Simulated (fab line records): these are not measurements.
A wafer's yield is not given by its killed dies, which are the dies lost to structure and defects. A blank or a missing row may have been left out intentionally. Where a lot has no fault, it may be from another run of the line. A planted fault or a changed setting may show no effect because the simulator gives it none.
A struck lot beside a sound one    flow sfqLine    37 out of 325 route steps
Sound: wafers L588.2, L588.3, L588.4. Struck: wafers L592.2, L592.6 (left out: L592.3, a lot-mate that was not struck); the cause follows at the end.
Per side, at each step with rows, come the tool, then ch with its chambers, and then its first start. Under that, the readings that differ: sound wafers    struck wafers    difference of the means    sigmas: that difference in standard deviations of wafers without a fault.
alike: words and numbers the same on both sides, and readings whose means are apart by under 2 such deviations; not compared: readings that were withheld, readings missing a value for some wafer, numbers with overlapping values and no deviation given by the record, and bounds like >300 which may hide the same value.
Wherever a step has rows on one side only, a row that says differs or no value, or a row with sigmas, the two part there. Non-overlapping numbers with no deviation appear without sigmas and do not part them. A reading missing from all wafers of one side parts the sides only when that side holds two or more wafers.

SFQ_R5_THK_MEAS_934: measures by xrf.
  sound on filmMetro-02, day 57 18:04; struck on filmMetro-04, day 58 07:45
  alike: R5_MONX_THK
then, 6 steps without rows for these wafers: SFQ_TRILAYER_R5_LITHO_COAT_141 (resist thk 62 nm); SFQ_TRILAYER_R5_LITHO_COAT_136 (resist thk 600 nm); SFQ_TRILAYER_R5_LITHO_SOFTBAKE_140; SFQ_TRILAYER_R5_LITHO_EXPOSE_137 (exposes mask R5, target cd 500 nm); SFQ_TRILAYER_R5_LITHO_PEB_139 (peb time 60 s); SFQ_TRILAYER_R5_LITHO_DEVELOP_138 (time 60 s).
-- the record jumps here: 5 days lie between the struck wafers' starts before and after --
SFQ_R5_OVL_MEAS_935:
  sound on overlay-02, day 62 08:56; struck on overlay-02, day 63 00:32
  alike: R5_OVL
then, 1 step without rows for these wafers: SFQ_TRILAYER_R5_BARC_OPEN_METAL_ETCH_177 (etches BARC in O2, target depth 125 nm, time 41.7 s).
SFQ_TRILAYER_R5_ETCH_METAL_ETCH_139: etches the open film in Cl2, stops on SiO2, target depth 60 nm, time 40 s.
  sound on rieMetal-04 ch 0,1, day 62 09:02; struck on rieMetal-04 ch 0,1, day 63 00:38
  alike: drypumpMotorCurrentA, oesProductAu, rfFwdPowerW
  not compared: rfHoursCounterH
SFQ_TRILAYER_R5_STRIP_STRIP_140: strips in O2.
  sound on rieMetal-04 ch 0,1, day 62 09:05; struck on rieMetal-04 ch 0,1, day 63 00:41
  alike: drypumpMotorCurrentA, oesProductAu
  not compared: rfHoursCounterH
then, 1 step without rows for these wafers: SFQ_TRILAYER_R5_STRIP_SOLV_CLEAN_141 (cleans in NMP, time 600 s).
SFQ_TRILAYER_A5C_DEP_PECVD_142: deposits SiO2 from SiH4/N2O, time 15.556 s, target thk 70 nm.
  sound on pecvd-01 ch 0,1, day 62 09:52; struck on pecvd-04 ch 0,1, day 63 01:28
reading                                              sound              struck       difference  sigmas
model.SiO2_of_TRILAYER_A5C_DEP_PECVD_142.thkNm (nm)  67.85 70.33 69.24  77.18 77.66  +8.28       
  alike: heaterPowerW, rfFwdPowerW, showerheadVppV, throttleValvePct
then, 6 steps without rows for these wafers: SFQ_TRILAYER_I5_LITHO_COAT_149 (resist thk 62 nm); SFQ_TRILAYER_I5_LITHO_COAT_144 (resist thk 650 nm); SFQ_TRILAYER_I5_LITHO_SOFTBAKE_148; SFQ_TRILAYER_I5_LITHO_EXPOSE_145 (exposes mask I5, target cd 700 nm); SFQ_TRILAYER_I5_LITHO_PEB_147 (peb time 60 s); SFQ_TRILAYER_I5_LITHO_DEVELOP_146 (time 60 s).
-- the record jumps here: 4 days lie between the struck wafers' starts before and after --
SFQ_I5_OVL_MEAS_936:
  sound on overlay-02, day 66 17:38; struck on overlay-01, day 67 03:14
  alike: I5_OVL
then, 1 step without rows for these wafers: SFQ_TRILAYER_I5_BARC_OPEN_VIA_ETCH_200 (etches BARC in O2, target depth 125 nm, time 41.7 s).
SFQ_TRILAYER_I5_ETCH_VIA_ETCH_147: etches the open film in CHF3, stops on Nb, target depth 360 nm.
  sound on rieDiel-04 ch 1,2, day 66 17:43; struck on rieDiel-04 ch 0,1, day 67 03:19
  alike: drypumpMotorCurrentA, oesProductAu, rfFwdPowerW
then, 8 steps without rows for these wafers: SFQ_TRILAYER_I5_STRIP_STRIP_148 (strips in O2); SFQ_TRILAYER_I5_STRIP_SOLV_CLEAN_149 (cleans in NMP, time 600 s); SFQ_TRILAYER_C5_LITHO_COAT_156 (resist thk 62 nm); SFQ_TRILAYER_C5_LITHO_COAT_151 (resist thk 650 nm); SFQ_TRILAYER_C5_LITHO_SOFTBAKE_155; SFQ_TRILAYER_C5_LITHO_EXPOSE_152 (exposes mask C5, target cd 500 nm); SFQ_TRILAYER_C5_LITHO_PEB_154 (peb time 60 s); SFQ_TRILAYER_C5_LITHO_DEVELOP_153 (time 60 s).
-- the record jumps here: 4 days lie between the struck wafers' starts before and after --
SFQ_C5_OVL_MEAS_937:
  sound on overlay-02, day 71 00:38; struck on overlay-02, day 71 10:14
  alike: C5_OVL
SFQ_TRILAYER_C5_BARC_OPEN_VIA_ETCH_210: etches BARC in O2, target depth 125 nm, time 41.7 s.
  sound on rieDiel-02 ch 0,1,3, day 71 00:40; struck on rieDiel-01 ch 2, day 71 10:16
  alike: drypumpMotorCurrentA, oesProductAu, rfFwdPowerW
  not compared: rfHoursCounterH
SFQ_TRILAYER_C5_ETCH_VIA_ETCH_154: etches SiO2 in CHF3, stops on Nb, target depth 84 nm.
  sound on rieDiel-02 ch 0,1,3, day 71 00:43; struck on rieDiel-01 ch 2, day 71 10:19
reading                       sound              struck       difference  sigmas
oesProductAu (a.u.)           0.887 0.898 0.884  0.948 0.954  +0.061      +8
model.C5.featureDepthNm (nm)  67.85 70.33 69.24  77.18 77.66  +8.28       
model.etch.depthNm (nm)       67.85 70.33 69.24  77.18 77.66  +8.28       
  alike: drypumpMotorCurrentA, rfFwdPowerW
SFQ_TRILAYER_C5_STRIP_STRIP_155: strips in O2.
  sound on rieMetal-02 ch 0,1, day 71 00:45; struck on rieMetal-03 ch 0,1, day 71 10:21
reading              sound              struck       difference  sigmas
oesProductAu (a.u.)  0.996 0.997 0.977  1.018 0.995  +0.016      +2
  alike: drypumpMotorCurrentA
  not compared: rfHoursCounterH
then, 1 step without rows for these wafers: SFQ_TRILAYER_C5_STRIP_SOLV_CLEAN_156 (cleans in NMP, time 600 s).
SFQ_TRILAYER_M6_DEP_PRE_CLEAN_158: time 22.5 s.
  sound on pvdSputter-06, day 71 01:32; struck on pvdSputter-06, day 71 11:08
reading                                              sound              struck       difference  sigmas
model.SiO2_of_TRILAYER_A5C_DEP_PECVD_142.thkNm (nm)  60.35 62.83 61.74  69.68 70.16  +8.28       
then, 1 step without rows for these wafers: SFQ_TRILAYER_M6_DEP_SPUTTER_157 (material Nb, target thk 200 nm, time 133.3 s).

## WHERE THEY PART
Earliest at SFQ_TRILAYER_C5_ETCH_VIA_ETCH_154; latest, in this record, at SFQ_TRILAYER_C5_STRIP_STRIP_155.

WHY: what the simulator had put in
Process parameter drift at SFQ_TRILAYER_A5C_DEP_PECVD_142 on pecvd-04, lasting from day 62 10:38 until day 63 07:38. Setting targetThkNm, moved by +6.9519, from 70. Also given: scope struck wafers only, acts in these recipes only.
